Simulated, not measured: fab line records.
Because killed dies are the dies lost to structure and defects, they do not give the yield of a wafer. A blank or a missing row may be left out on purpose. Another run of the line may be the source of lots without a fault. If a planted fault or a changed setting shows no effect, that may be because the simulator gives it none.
Comparing a struck lot with a sound one -- flow sky130 -- 43 steps out of a route of 708
Sound: these wafers, L755.1, L755.3, L755.4. Struck: wafer L766.6 (L766.4, L766.5, from the same lot, were not struck and are left out); the cause is given at the end.
For every step that has rows: the tool of each side, followed by ch and its chambers, followed by its first start. Under that, the readings that differ: sound wafers -- struck wafers -- difference of the means -- sigmas: that difference in standard deviations of wafers without a fault.
alike: words and numbers the same on both sides, and readings whose means are apart by under 2 such deviations; not compared: readings that were withheld, readings missing a value for some wafer, numbers with overlapping values and no deviation given by the record, and bounds like >300 which may hide the same value.
Wherever a step has rows on one side only, a row that says differs or no value, or a row with sigmas, the two part there. Non-overlapping numbers with no deviation appear without sigmas and do not part them. Lack of a reading on every wafer of one side parts them only where that side has two or more wafers.

SKY_CONTACT_BOW_MEAS_05:
  sound on filmMetro-01 at day 31 02:46; struck on filmMetro-01 at day 34 16:34
  alike: CONTACT_BOW
then, 8 steps without rows for these wafers: SKY_CONTACT_DEHYDRATE_06 (time 60 s); SKY_CONTACT_HMDS_07 (prime time 60 s); SKY_CONTACT_COAT_08 (resist thk 60 nm); SKY_CONTACT_COAT_09 (resist thk 450 nm); SKY_CONTACT_SOFTBAKE_10 (time 90 s); SKY_CONTACT_EXPOSE_11 (exposes mask CTM1, target cd 170 nm); SKY_CONTACT_PEB_12; SKY_CONTACT_DEVELOP_13 (develop time 60 s).
SKY_CONTACT_CD_MEAS_14: the cd target is 170 nm.
  sound on cdSem-01 at day 32 06:23; struck on cdSem-02 at day 35 19:35
  alike: cdNm
SKY_CONTACT_OVL_MEAS_15:
  sound on overlay-01 at day 32 06:30; struck on overlay-02 at day 35 19:40
reading,sound,struck,difference,sigmas
CONTACT_OVL (nm),-2 -9 -1,10,+14,+3
then, 1 step without rows for these wafers: SKY_CONTACT_ETCH_16 (etches BARC in N2/H2, stops on SiO2, time 45.9 s, target depth 60 nm).
SKY_CONTACT_ETCH_17: etches SiO2 in C4F8/O2/Ar, stops on Si3N4, target depth 340 nm.
  sound on rieDiel-04 ch 0,2,3, day 32 06:35; struck on rieDiel-02 ch 3, day 35 19:44
  alike: oesProductAu
then, 6 steps without rows for these wafers: SKY_CONTACT_ETCH_18 (etches Si3N4 in CHF3/O2, stops on TiN, time 39 s, target depth 75 nm); SKY_CONTACT_STRIP_19 (strips in O2/N2); SKY_CONTACT_STRIP_20 (strips in post etch residue remover, time 1200 s); SKY_CONTACT_CLEAN_21 (cleans in IPA, time 180 s); SKY_CONTACT_CLEAN_22 (cleans in O3/DIW); SKY_CONTACT_SPUTTER_23 (material TiN, target thk 20 nm, time 80 s).
SKY_CONTACT_CVD_24: deposits W, target thk 340 nm, time 102.12 s.
  sound on cvdW-02 ch 0,1, day 32 07:21; struck on cvdW-02 ch 1, day 35 20:31
  alike: heaterPowerW
SKY_CONTACT_RS_MEAS_25: the measuring method here is four-point-probe.
  sound on filmMetro-02 at day 32 07:28; struck on filmMetro-02 at day 35 20:39
  alike: CONTACT_W_RS
SKY_CONTACT_THK_MEAS_26: measures by xrf.
  sound on filmMetro-02 at day 32 07:35; struck on filmMetro-02 at day 35 20:44
  alike: CONTACT_W_THK
then, 1 step without rows for these wafers: SKY_CONTACT_CMP_27 (polishes, stops on SiO2, t overpolish 15 s, target thk 0 nm).
SKY_METAL1_SPUTTER_00: material Ti, target thk 15 nm, time 10 s.
  sound on pvdSputter-03 at day 32 07:56; struck on pvdSputter-03 at day 35 21:04
  alike: chamberPressurePa, throttleValvePct
SKY_METAL1_SPUTTER_01: material TiN, target thk 20 nm, time 16.7 s.
  sound on pvdSputter-03 at day 32 07:58; struck on pvdSputter-03 at day 35 21:05
  alike: chamberPressurePa, throttleValvePct
then, 1 step without rows for these wafers: SKY_METAL1_SPUTTER_02 (material AlCu, target thk 250 nm, time 13.3 s).
SKY_METAL1_SPUTTER_03: material Ti, target thk 5 nm, time 3.3 s.
  sound on pvdSputter-03 at day 32 08:01; struck on pvdSputter-03 at day 35 21:08
  alike: chamberPressurePa, throttleValvePct
then, 1 step without rows for these wafers: SKY_METAL1_SPUTTER_04 (material TiN, target thk 70 nm, time 58.3 s).
SKY_METAL1_RS_MEAS_05: the measuring method here is four-point-probe.
  sound on filmMetro-02 at day 32 08:05; struck on filmMetro-01 at day 35 21:16
  alike: METAL1_ALCU_RS
SKY_METAL1_THK_MEAS_06: measures by xrf.
  sound on filmMetro-02 at day 32 08:12; struck on filmMetro-01 at day 35 21:22
  alike: METAL1_ALCU_THK
then, 8 steps without rows for these wafers: SKY_METAL1_DEHYDRATE_07 (time 60 s); SKY_METAL1_HMDS_08 (prime time 60 s); SKY_METAL1_COAT_09 (resist thk 60 nm); SKY_METAL1_COAT_10 (resist thk 450 nm); SKY_METAL1_SOFTBAKE_11 (time 90 s); SKY_METAL1_EXPOSE_12 (exposes mask MM1, target cd 140 nm); SKY_METAL1_PEB_13; SKY_METAL1_DEVELOP_14 (develop time 60 s).
SKY_METAL1_CD_MEAS_15: the cd target is 140 nm.
  sound on cdSem-02 at day 33 10:23; struck on cdSem-01 at day 36 22:26
  alike: cdNm
SKY_METAL1_OVL_MEAS_16:
  sound on overlay-01 at day 33 10:30; struck on overlay-01 at day 36 22:31
  alike: METAL1_OVL
then, 1 step without rows for these wafers: SKY_METAL1_DESCUM_17 (chemistry O2, time 8 s).
SKY_METAL1_ETCH_18: etches BARC in N2/H2, stops on SiO2, time 45.9 s, target depth 60 nm.
  sound on rieMetal-03 ch 0, day 33 10:36; struck on rieMetal-04 ch 0, day 36 22:35
reading,sound,struck,difference,sigmas
oesProductAu (a.u.),0.853 0.850 0.861,0.865,+0.010,+2
  alike: drypumpMotorCurrentA, throttleValvePct
  not compared: rfHoursCounterH
-- the record jumps here: 12 days lie between the struck wafers' starts before and after (it left off in module METAL1 and takes up again in module PAD_OPEN, whose first step shown is number 708 of the route) --
SKY_PAD_OPEN_PROBE_99:
  sound on prober-02 at day 46 05:48; struck on prober-02 at day 48 22:35
reading,sound,struck,difference,sigmas
killedAtContacts,21 35,61,+33,+7
killedDies,81 86,122,+38,+4
  alike: killed_at_M0_to_M3, killed_at_M4_up, killedAtFrontEnd, killedAtOther, killedOpen, killedShort

WHERE THEY PART
At SKY_CONTACT_OVL_MEAS_15 first; at SKY_PAD_OPEN_PROBE_99 last (within this record only).

WHY: the cause the simulator had injected
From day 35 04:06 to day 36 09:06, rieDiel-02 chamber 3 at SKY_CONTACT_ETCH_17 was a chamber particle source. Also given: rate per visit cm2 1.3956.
